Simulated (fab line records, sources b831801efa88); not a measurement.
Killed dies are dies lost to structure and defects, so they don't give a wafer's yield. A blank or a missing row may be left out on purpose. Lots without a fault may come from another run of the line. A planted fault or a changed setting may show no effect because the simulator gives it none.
Which tool did it? | flow sfq_line | 14 lots, 42 wafers sampled, at 3 steps of a route of 325

WHAT THE GAUGES READ, wafer by wafer
The record holds no reading of a measuring or inspecting step that can be judged against a usual standard deviation.

WHICH TOOL RAN EACH LOT (tool, then ch and the chambers of the sampled wafers, then the start)
lot  | SFQ_TRILAYER_I7_CMP_CMP_184   | SFQ_TRILAYER_I7_METRO_MEASURE_185 | SFQ_TRILAYER_I7_VIA_ETCH_VIA_ETCH_190
L646 | cmp-02 ch 0,3, day 69 09:24   | film_metro-01, day 69 12:13       | rie_diel-04 ch 0,1,3, day 70 14:37
L647 | cmp-02 ch 1,2,3, day 70 03:54 | film_metro-02, day 70 06:13       | rie_diel-03 ch 0,3, day 71 03:49
L648 | cmp-02 ch 0,2, day 70 08:54   | film_metro-02, day 70 12:01       | rie_diel-02 ch 1,2,3, day 71 08:25
L650 | cmp-02 ch 0,1,2, day 70 20:39 | film_metro-03, day 70 22:46       | rie_diel-04 ch 1,3, day 71 19:13
L651 | cmp-01 ch 0,2,3, day 71 03:57 | film_metro-02, day 71 06:34       | rie_diel-03 ch 0,2, day 72 00:01
L653 | cmp-01 ch 0,3, day 73 03:33   | film_metro-02, day 73 06:40       | rie_diel-02 ch 0,1,2, day 73 10:13
L654 | cmp-01 ch 0,2, day 73 07:03   | film_metro-02, day 73 09:40       | rie_diel-02 ch 0,1,2, day 73 16:13
L661 | cmp-02 ch 0,2,3, day 76 22:25 | film_metro-02, day 77 01:56       | rie_diel-04 ch 0,1, day 77 07:50
L662 | cmp-01 ch 0,3, day 77 18:25   | film_metro-02, day 77 21:44       | rie_diel-02 ch 1,2, day 78 01:11
L663 | cmp-01 ch 1,3, day 78 16:34   | film_metro-01, day 78 19:23       | rie_diel-04 ch 0,2,3, day 78 22:50
L664 | cmp-01 ch 1,2, day 79 17:46   | film_metro-03, day 79 20:59       | rie_diel-02 ch 1,2, day 80 01:08
L666 | cmp-01 ch 0,1,2, day 80 00:08 | film_metro-03, day 80 02:28       | rie_diel-03 ch 0,1,2, day 80 10:44
L667 | cmp-02 ch 0,2,3, day 80 01:26 | film_metro-01, day 80 04:28       | rie_diel-03 ch 0,1, day 80 14:20
L668 | cmp-02 ch 0,1,3, day 80 05:02 | film_metro-03, day 80 07:40       | rie_diel-04 ch 0,1,2, day 80 16:44
- SFQ_TRILAYER_I7_CMP_CMP_184: polishes SiO2.
- SFQ_TRILAYER_I7_METRO_MEASURE_185
- SFQ_TRILAYER_I7_VIA_ETCH_VIA_ETCH_190: etches SiO2 in CHF3, stops on Nb, target depth 260 nm.

WHAT THE TOOLS THEMSELVES READ (means of the sampled wafers that have a number; where no wafer has one, the mark that the record gives instead)
SFQ_TRILAYER_I7_CMP_CMP_184. Usual: motor_current_A 10.6 A, standard deviation 0.57; platen_rpm 60.00 rpm, standard deviation 0.041; time_to_endpoint_s 213 s, standard deviation 5.9.
lot  | tool   | motor_current_A (A) | platen_rpm (rpm) | time_to_endpoint_s (s) | flag
L646 | cmp-02 | 10.3                | 60.01            | 210                    |
L647 | cmp-02 | 10.7                | 59.94            | 211                    |
L648 | cmp-02 | 10.4                | 59.98            | 223                    |
L650 | cmp-02 | 10.7                | 59.99            | 215                    |
L651 | cmp-01 | 10.8                | 59.98            | 214                    |
L653 | cmp-01 | 10.9                | 59.96            | 209                    |
L654 | cmp-01 | 10.5                | 59.99            | 205                    |
L661 | cmp-02 | 10.9                | 60.00            | 209                    |
L662 | cmp-01 | 10.6                | 60.02            | 211                    |
L663 | cmp-01 | 10.7                | 60.00            | 211                    |
L664 | cmp-01 | 10.7                | 60.01            | 212                    |
L666 | cmp-01 | 10.6                | 59.97            | 224                    |
L667 | cmp-02 | 10.9                | 60.03            | 218                    |
L668 | cmp-02 | 10.5                | 60.04            | 218                    |

SFQ_TRILAYER_I7_METRO_MEASURE_185. Usual: thk_nm 199.9 nm, standard deviation 0.87.
lot  | tool          | thk_nm (nm) | flag
L646 | film_metro-01 | 199.7       |
L647 | film_metro-02 | 199.9       |
L648 | film_metro-02 | 200.1       |
L650 | film_metro-03 | 199.8       |
L651 | film_metro-02 | 200.4       |
L653 | film_metro-02 | 207.0       | OFF
L654 | film_metro-02 | 214.1       | OFF
L661 | film_metro-02 | 198.5       |
L662 | film_metro-02 | 200.3       |
L663 | film_metro-01 | 200.1       |
L664 | film_metro-03 | 199.9       |
L666 | film_metro-03 | 199.1       |
L667 | film_metro-01 | 200.0       |
L668 | film_metro-03 | 200.3       |

SFQ_TRILAYER_I7_VIA_ETCH_VIA_ETCH_190. Usual: drypump_motor_current_A 5.6 A, standard deviation 0.45; oes_product_au 0.854 a.u., standard deviation 0.0049; rf_fwd_power_W 497.9 W, standard deviation 1.5.
lot  | tool        | drypump_motor_current_A (A) | oes_product_au (a.u.) | rf_fwd_power_W (W) | flag
L646 | rie_diel-04 | 5.5                         | 0.854                 | 497.2              |
L647 | rie_diel-03 | 6.1                         | 0.857                 | 496.9              |
L648 | rie_diel-02 | 5.3                         | 0.855                 | 497.4              |
L650 | rie_diel-04 | 5.1                         | 0.858                 | 497.8              |
L651 | rie_diel-03 | 5.7                         | 0.858                 | 497.4              |
L653 | rie_diel-02 | 5.7                         | 0.870                 | 498.3              | OFF
L654 | rie_diel-02 | 5.7                         | 0.887                 | 499.3              | OFF
L661 | rie_diel-04 | 5.3                         | 0.852                 | 498.4              |
L662 | rie_diel-02 | 5.3                         | 0.857                 | 498.4              |
L663 | rie_diel-04 | 5.7                         | 0.852                 | 498.7              |
L664 | rie_diel-02 | 5.2                         | 0.856                 | 498.8              |
L666 | rie_diel-03 | 5.8                         | 0.854                 | 497.5              |
L667 | rie_diel-03 | 6.0                         | 0.852                 | 497.9              |
L668 | rie_diel-04 | 5.5                         | 0.855                 | 496.8              |

THE ANSWER, worked out from the rows above alone
Rule: a lot is off if the mean of its wafers that have a number lies more than 3 standard deviations from the usual mean. A lot without any number at a reading at which 4 lots or more have one is off too. The other lots that the step has rows for count as sound. The gauges are gone through in route order, then the tools' own readings, and for those a lot's mean is taken as printed above. The first step at which some lot is off is used, and at that step the reading that is off furthest; a lot without a number counts as furthest.
Off: L653, L654, at SFQ_TRILAYER_I7_METRO_MEASURE_185 (thk_nm).
A tool fits if, at that step or a process step before it, it ran every lot that is off, and no sound lot after the first of them. None of those tried fits.

WHAT THE SIMULATOR HAD PUT IN
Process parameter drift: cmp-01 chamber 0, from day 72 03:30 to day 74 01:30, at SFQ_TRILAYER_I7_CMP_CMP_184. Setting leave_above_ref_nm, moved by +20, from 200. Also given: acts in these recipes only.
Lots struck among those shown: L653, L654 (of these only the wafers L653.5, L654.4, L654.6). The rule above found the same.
